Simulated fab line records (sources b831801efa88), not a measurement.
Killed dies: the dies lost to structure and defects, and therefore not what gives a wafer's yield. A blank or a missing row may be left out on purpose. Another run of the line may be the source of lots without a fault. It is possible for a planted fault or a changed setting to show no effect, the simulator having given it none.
Which tool is to blame? | flow gf180mcu | 72 wafers from 24 lots sampled at 4 of the route's 602 steps

== WHAT EACH GAUGE READ, for each wafer ==
GF_HV_LDD_TW_MEAS_11.
lot  | measured     | on            | HV_LDD_TW
L074 | day 10 03:56 | film-metro-04 | 2359 2355 2372
L075 | day 10 04:21 | film-metro-04 | 2371 2365 2370
L076 | day 10 12:17 | film-metro-04 | 2351 2369 2372
L077 | day 10 23:38 | film-metro-01 | 2388 2408 2397
L078 | day 11 04:17 | film-metro-01 | 2409 2408 2399
L079 | day 11 08:27 | film-metro-01 | 2394 2402 2404
L080 | day 11 20:53 | film-metro-04 | 2372 2373 2380
L081 | day 11 23:44 | film-metro-01 | 2392 2400 2407
L082 | day 12 07:35 | film-metro-01 | 2394 2397 2395
L083 | day 12 14:05 | film-metro-01 | 2394 2397 2398
L084 | day 12 21:26 | film-metro-02 | 2372 2364 2372
L085 | day 13 07:53 | film-metro-01 | 2392 2404 2401
L086 | day 13 10:31 | film-metro-02 | 2369 2361 2371
L087 | day 14 06:05 | film-metro-04 | 2347 2366 2372
L088 | day 14 10:44 | film-metro-02 | 2381 2377 2377
L089 | day 14 19:11 | film-metro-04 | 2365 2367 2350
L090 | day 15 01:57 | film-metro-04 | 2373 2358 2366
L091 | day 15 06:32 | film-metro-02 | 2374 2378 2381
L092 | day 15 15:52 | film-metro-01 | 2411 2419 2420
L093 | day 16 01:17 | film-metro-04 | 2366 2371 2379
L094 | day 16 03:46 | film-metro-04 | 2361 2368 2382
L095 | day 16 10:09 | film-metro-02 | 2394 2386 2382
L096 | day 17 07:37 | film-metro-02 | 2369 2373 2373
L097 | day 17 10:43 | film-metro-04 | 2364 2370 2350

GF_HV_LDD_OVL_MEAS_32.
lot  | measured     | on         | HV_LDD_02_OVL (nm)
L074 | day 11 16:24 | overlay-01 | -2.0 -1.1 -1.4
L075 | day 11 17:01 | overlay-02 | 2.4 2.4 1.2
L076 | day 12 01:43 | overlay-02 | 1.8 2.5 2.1
L077 | day 12 14:52 | overlay-02 | 1.8 1.7 -0.5
L078 | day 12 18:33 | overlay-02 | 1.5 -1.0 0.2
L079 | day 12 23:17 | overlay-01 | -0.5 -1.0 1.1
L080 | day 13 12:29 | overlay-01 | 0.5 -0.9 -0.6
L081 | day 13 14:42 | overlay-01 | -1.1 -0.1 -0.5
L082 | day 13 22:42 | overlay-02 | 0.7 -0.4 0.7
L083 | day 14 05:29 | overlay-01 | -1.5 0.1 0.9
L084 | day 14 13:18 | overlay-01 | 0.8 -0.2 -2.7
L085 | day 15 01:08 | overlay-01 | -0.2 -1.5 -0.2
L086 | day 15 03:25 | overlay-01 | -0.3 0.9 -0.9
L087 | day 16 00:22 | overlay-01 | 2.2 3.0 1.7
L088 | day 16 06:16 | overlay-02 | -0.1 3.2 0.1
L089 | day 16 15:09 | overlay-01 | -1.2 -1.3 1.3
L090 | day 16 21:24 | overlay-01 | 3.4 2.4 1.6
L091 | day 17 02:43 | overlay-02 | -0.3 0.7 1.7
L092 | day 17 12:44 | overlay-01 | -0.3 -0.9 -2.4
L093 | day 17 23:45 | overlay-02 | 0.4 -1.2 1.1
L094 | day 18 01:04 | overlay-02 | 1.4 2.2 1.0
L095 | day 18 07:46 | overlay-02 | 1.7 0.5 1.4
L096 | day 19 05:41 | overlay-01 | 0.2 1.9 1.6
L097 | day 19 09:32 | overlay-01 | -1.2 0.9 -0.2

GF_HV_LDD_OVL_MEAS_47.
lot  | measured     | on         | HV_LDD_03_OVL (nm)
L074 | day 12 12:11 | overlay-01 | 0.2 -1.4 0.5
L075 | day 12 12:40 | overlay-02 | -0.8 -1.5 -0.6
L076 | day 12 21:48 | overlay-01 | -1.4 -0.8 -0.2
L077 | day 13 11:40 | overlay-01 | -1.8 -1.2 -0.7
L078 | day 13 14:59 | overlay-01 | -3.1 -4.6 -4.7
L079 | day 13 20:04 | overlay-01 | -1.7 -1.3 -1.3
L080 | day 14 08:47 | overlay-01 | 1.6 1.9 1.6
L081 | day 14 10:48 | overlay-01 | -0.1 -1.0 0.9
L082 | day 14 20:12 | overlay-01 | -1.5 -0.5 -1.3
L083 | day 15 02:36 | overlay-02 | 1.0 2.0 0.6
L084 | day 15 11:57 | overlay-01 | -2.2 0.1 -2.8
L085 | day 15 23:08 | overlay-02 | -0.5 -1.3 -0.3
L086 | day 16 01:54 | overlay-01 | -0.7 -0.4 -0.2
L087 | day 17 00:23 | overlay-01 | -2.2 -2.4 -2.0
L088 | day 17 04:48 | overlay-02 | -2.0 -1.7 -1.7
L089 | day 17 14:39 | overlay-01 | -1.7 -2.5 -0.8
L090 | day 17 20:54 | overlay-02 | -1.0 -0.9 -1.1
L091 | day 18 02:16 | overlay-02 | -1.9 1.6 0.2
L092 | day 18 12:00 | overlay-01 | -3.1 -2.3 -2.1
L093 | day 18 23:49 | overlay-02 | 2.6 2.0 0.0
L094 | day 19 01:10 | overlay-02 | -3.4 -2.2 -0.2
L095 | day 19 07:32 | overlay-02 | 0.3 -0.3 -2.4
L096 | day 20 06:53 | overlay-02 | -0.5 -1.4 -3.1
L097 | day 20 10:54 | overlay-01 | -1.7 1.1 -0.8

GF_HV_LDD_TW_MEAS_50.
lot  | measured     | on            | HV_LDD_4_TW
L074 | day 12 12:29 | film-metro-02 | 567 564 565
L075 | day 12 12:57 | film-metro-04 | 567 565 566
L076 | day 12 22:05 | film-metro-04 | 567 565 567
L077 | day 13 11:57 | film-metro-04 | 565 567 566
L078 | day 13 15:16 | film-metro-02 | 566 566 568
L079 | day 13 20:21 | film-metro-01 | 575 573 576
L080 | day 14 09:05 | film-metro-01 | 578 573 575
L081 | day 14 11:05 | film-metro-01 | 579 575 577
L082 | day 14 20:29 | film-metro-01 | 575 574 578
L083 | day 15 02:53 | film-metro-02 | 567 571 569
L084 | day 15 12:14 | film-metro-04 | 563 564 565
L085 | day 15 23:26 | film-metro-04 | 569 565 565
L086 | day 16 02:11 | film-metro-04 | 568 567 568
L087 | day 17 00:41 | film-metro-01 | 576 573 576
L088 | day 17 05:05 | film-metro-01 | 572 573 575
L089 | day 17 14:56 | film-metro-04 | 565 565 570
L090 | day 17 21:11 | film-metro-02 | 569 572 568
L091 | day 18 02:33 | film-metro-04 | 569 570 565
L092 | day 18 12:17 | film-metro-01 | 573 574 572
L093 | day 19 00:07 | film-metro-01 | 573 574 575
L094 | day 19 01:28 | film-metro-01 | 573 572 575
L095 | day 19 07:50 | film-metro-02 | 574 566 571
L096 | day 20 07:10 | film-metro-04 | 566 565 567
L097 | day 20 11:11 | film-metro-02 | 566 566 568

== WHAT TOOL EACH LOT RAN ON (gives the tool, then ch and the chambers of the sampled wafers, and finally the start) ==
No process step before these readings appears in the record.

== WHAT THE TOOLS THEMSELVES READ (means of the sampled wafers that have a number; where no wafer has one, the mark that the record gives instead) ==
The record holds no such reading with a usual standard deviation.

== THE ANSWER, worked out from the rows above alone ==
Rule: usual is defined by the lots themselves. The widest of any qualifying gaps counts: lots, ordered by their means at a reading, are off when they make up no more than a third of the lots, leave a main group of 4 or more, and stand apart from it by 3 or more times the standard deviation of that group's means. A main group is skipped when, at the precision printed for the reading in the tables above, its means are all equal. A lot without any number at a reading at which 4 lots or more have one is off too. Where the step has rows for the other lots, those lots are counted as sound. After the gauges, taken in route order, come the tools' own readings; for these a lot's mean is taken, as printed above. The first step at which some lot is off is used, and at that step the reading that is off furthest; a lot without a number counts as furthest.
Across all readings shown, no lot is off: no conclusion can be drawn from this.

== WHAT THE SIMULATOR PUT IN ==
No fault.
